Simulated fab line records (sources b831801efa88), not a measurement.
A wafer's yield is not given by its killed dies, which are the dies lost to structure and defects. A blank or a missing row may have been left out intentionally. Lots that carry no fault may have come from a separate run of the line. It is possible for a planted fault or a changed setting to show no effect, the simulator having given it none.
The tool behind it: which one? -- flow gf180mcu -- 13 lots, 39 wafers sampled, at 7 steps of a route of 602

WHAT THE GAUGES READ, wafer by wafer
GF_HV_LDD_CD_MEAS_07: the cd target is 400 nm. Usual: cd-nm reads 400.3 nm (standard deviation 2.3).
lot,measured,on,cd-nm (nm),flag
L713,day 10 09:59,cd-sem-01,401.6 399.5 402.5,
L714,day 10 16:14,cd-sem-01,397.5 399.4 397.6,
L715,day 10 23:25,cd-sem-02,400.9 399.0 400.6,
L717,day 11 12:15,cd-sem-01,- - -,OFF
L726,day 14 10:33,cd-sem-02,404.6 405.8 403.2,
L727,day 14 14:16,cd-sem-02,397.7 399.2 399.5,
L729,day 15 12:16,cd-sem-01,402.1 400.5 401.0,
L730,day 15 16:49,cd-sem-02,403.3 403.1 402.2,
L731,day 16 01:01,cd-sem-01,398.6 399.3 398.6,
L732,day 16 10:01,cd-sem-01,403.3 404.0 400.2,
L733,day 16 17:27,cd-sem-01,400.1 398.6 399.4,
L734,day 16 22:49,cd-sem-02,396.2 395.1 396.2,
L735,day 17 06:35,cd-sem-01,401.2 402.3 401.1,

GF_HV_LDD_TW_MEAS_11. Usual: HV_LDD_TW gives 2397 (standard deviation 12).
lot,measured,on,HV_LDD_TW,flag
L713,day 10 10:24,film-metro-02,2417 2399 2408,
L714,day 10 16:40,film-metro-01,2408 2388 2394,
L715,day 10 23:49,film-metro-01,2400 2400 2416,
L717,day 11 12:38,film-metro-01,30 30 30,OFF
L726,day 14 10:56,film-metro-02,2387 2401 2400,
L727,day 14 14:40,film-metro-04,2373 2384 2373,
L729,day 15 12:40,film-metro-02,2418 2425 2416,
L730,day 15 17:13,film-metro-04,2409 2407 2406,
L731,day 16 01:25,film-metro-02,2407 2400 2400,
L732,day 16 10:25,film-metro-01,2391 2386 2383,
L733,day 16 17:50,film-metro-02,2382 2393 2401,
L734,day 16 23:13,film-metro-01,2399 2388 2376,
L735,day 17 07:00,film-metro-02,2401 2386 2394,

GF_HV_LDD_TW_MEAS_23. Usual: HV_LDD_2_TW gives 1048 (standard deviation 5.6).
lot,measured,on,HV_LDD_2_TW,flag
L713,day 11 05:16,film-metro-04,1051 1045 1048,
L714,day 11 11:58,film-metro-02,1057 1054 1050,
L715,day 11 19:34,film-metro-02,1047 1052 1056,
L717,day 12 08:02,film-metro-01,2426 2442 2450,OFF
L726,day 15 08:26,film-metro-01,1052 1051 1048,
L727,day 15 11:54,film-metro-04,1056 1062 1057,
L729,day 16 11:04,film-metro-04,1056 1051 1045,
L730,day 16 15:01,film-metro-01,1048 1042 1045,
L731,day 16 23:49,film-metro-02,1056 1051 1053,
L732,day 17 09:19,film-metro-04,1046 1038 1046,
L733,day 17 17:26,film-metro-04,1043 1039 1040,
L734,day 17 21:31,film-metro-01,1054 1047 1051,
L735,day 18 06:52,film-metro-01,1052 1053 1048,

GF_M2_OVL_MEAS_15. Usual: M2_OVL gives -2 nm (standard deviation 5.4).
lot,measured,on,M2_OVL (nm),flag
L713,day 19 17:53,overlay-02,3 11 1,
L714,day 20 00:53,overlay-02,-2 -7 -9,
L715,day 20 11:35,overlay-02,-2 -6 -1,
L726,day 24 12:41,overlay-01,-5 -3 -8,
L727,day 24 17:13,overlay-01,-4 -6 4,
L729,day 25 16:13,overlay-02,3 6 8,
L730,day 25 19:03,overlay-02,-10 -1 -8,
L731,day 26 04:26,overlay-01,-4 -3 -4,
L732,day 26 11:11,overlay-01,1 1 -1,
L733,day 26 20:16,overlay-01,-6 -7 -3,
L734,day 26 22:27,overlay-02,5 -13 -4,
L735,day 27 07:04,overlay-02,-9 -2 -4,

GF_V2_THK_MEAS_01. Usual: V2_CVD_00_THK gives 600 nm (standard deviation 6).
lot,measured,on,V2_CVD_00_THK (nm),flag
L713,day 19 19:11,film-metro-02,604 599 602,
L714,day 20 01:38,film-metro-01,607 594 594,
L715,day 20 12:45,film-metro-01,602 594 600,
L726,day 24 13:29,film-metro-01,602 597 607,
L727,day 24 17:59,film-metro-02,587 591 595,
L729,day 25 17:01,film-metro-04,597 610 605,
L730,day 25 19:50,film-metro-04,589 602 590,
L731,day 26 05:11,film-metro-04,596 602 601,
L732,day 26 11:57,film-metro-01,601 602 603,
L733,day 26 21:02,film-metro-01,608 602 603,
L734,day 26 23:13,film-metro-01,601 610 606,
L735,day 27 07:50,film-metro-04,598 601 595,

WHAT TOOL EACH LOT RAN ON (gives the tool, then ch and the chambers of the sampled wafers, and finally the start)
lot,GF_HV_LDD_EXPOSE_04,GF_CONTACT_ETCH_17
L713,"iline-stepper-02 ch 0, day 10 00:55","rie-diel-03 ch 1,3, day 19 17:53 or earlier"
L714,"iline-stepper-01 ch 0, day 10 07:18","rie-diel-03 ch 1,2,3, day 20 00:53 or earlier"
L715,"iline-stepper-02 ch 0, day 10 14:27","rie-diel-02 ch 2,3, day 20 11:35 or earlier"
L717,"iline-stepper-02 ch 0, day 11 03:16",-
L726,"iline-stepper-02 ch 0, day 14 00:33","rie-diel-04 ch 0,1,2, day 24 12:41 or earlier"
L727,"iline-stepper-02 ch 0, day 14 04:05","rie-diel-02 ch 0,1,3, day 24 17:13 or earlier"
L729,"iline-stepper-02 ch 0, day 15 01:52","rie-diel-03 ch 0,1,2, day 25 16:13 or earlier"
L730,"iline-stepper-02 ch 0, day 15 06:23","rie-diel-04 ch 0,1,3, day 25 19:03 or earlier"
L731,"iline-stepper-02 ch 0, day 15 13:47","rie-diel-04 ch 2,3, day 26 04:26 or earlier"
L732,"iline-stepper-02 ch 0, day 15 23:09","rie-diel-04 ch 1,2,3, day 26 11:11 or earlier"
L733,"iline-stepper-01 ch 0, day 16 06:05","rie-diel-04 ch 2,3, day 26 20:16 or earlier"
L734,"iline-stepper-02 ch 0, day 16 11:23","rie-diel-03 ch 0,3, day 26 22:27 or earlier"
L735,"iline-stepper-01 ch 0, day 16 19:25","rie-diel-02 ch 0,2,3, day 27 07:04 or earlier"
- GF_HV_LDD_EXPOSE_04: exposes mask Nplus LV AREA, target cd 400 nm.
- GF_CONTACT_ETCH_17: etches SiO2 in C4F8/O2/Ar, stops on CoSi2, target depth 860 nm.

AS READ BY THE TOOLS THEMSELVES (means over the sampled wafers that have a number; for cases with no such wafer, the mark the record gives instead)
GF_CONTACT_ETCH_17. Usual: oes-product-au reads 0.817 a.u. (standard deviation 0.0047).
lot,tool,oes-product-au (a.u.),flag
L713,rie-diel-03,0.821,
L714,rie-diel-03,0.818,
L715,rie-diel-02,0.817,
L726,rie-diel-04,0.819,
L727,rie-diel-02,0.815,
L729,rie-diel-03,0.820,
L730,rie-diel-04,0.822,
L731,rie-diel-04,0.815,
L732,rie-diel-04,0.815,
L733,rie-diel-04,0.816,
L734,rie-diel-03,0.818,
L735,rie-diel-02,0.818,

THE ANSWER, worked out from the rows above alone
Rule: lot off if the mean of its wafers having a number is beyond 3 standard deviations from the usual mean. Also off: a lot with no number at a reading for which 4 or more lots have one. Where the step has rows for the other lots, those lots are counted as sound. After the gauges, taken in route order, come the tools' own readings; for these a lot's mean is taken, as printed above. The first step at which some lot is off is used, and at that step the reading that is off furthest; a lot without a number counts as furthest.
Off: L717 (GF_HV_LDD_CD_MEAS_07, cd-nm). Without a number there: L717.
A tool fits if, at a process step before that reading, it ran every lot that is off, and no sound lot after the first of them. The gauges at GF_HV_LDD_CD_MEAS_07 aren't tried: what is off there is off at GF_HV_LDD_TW_MEAS_11 too, on other tools, and a gauge's error can't cause that. Of those tried, none fits.

WHAT THE SIMULATOR HAD INSERTED
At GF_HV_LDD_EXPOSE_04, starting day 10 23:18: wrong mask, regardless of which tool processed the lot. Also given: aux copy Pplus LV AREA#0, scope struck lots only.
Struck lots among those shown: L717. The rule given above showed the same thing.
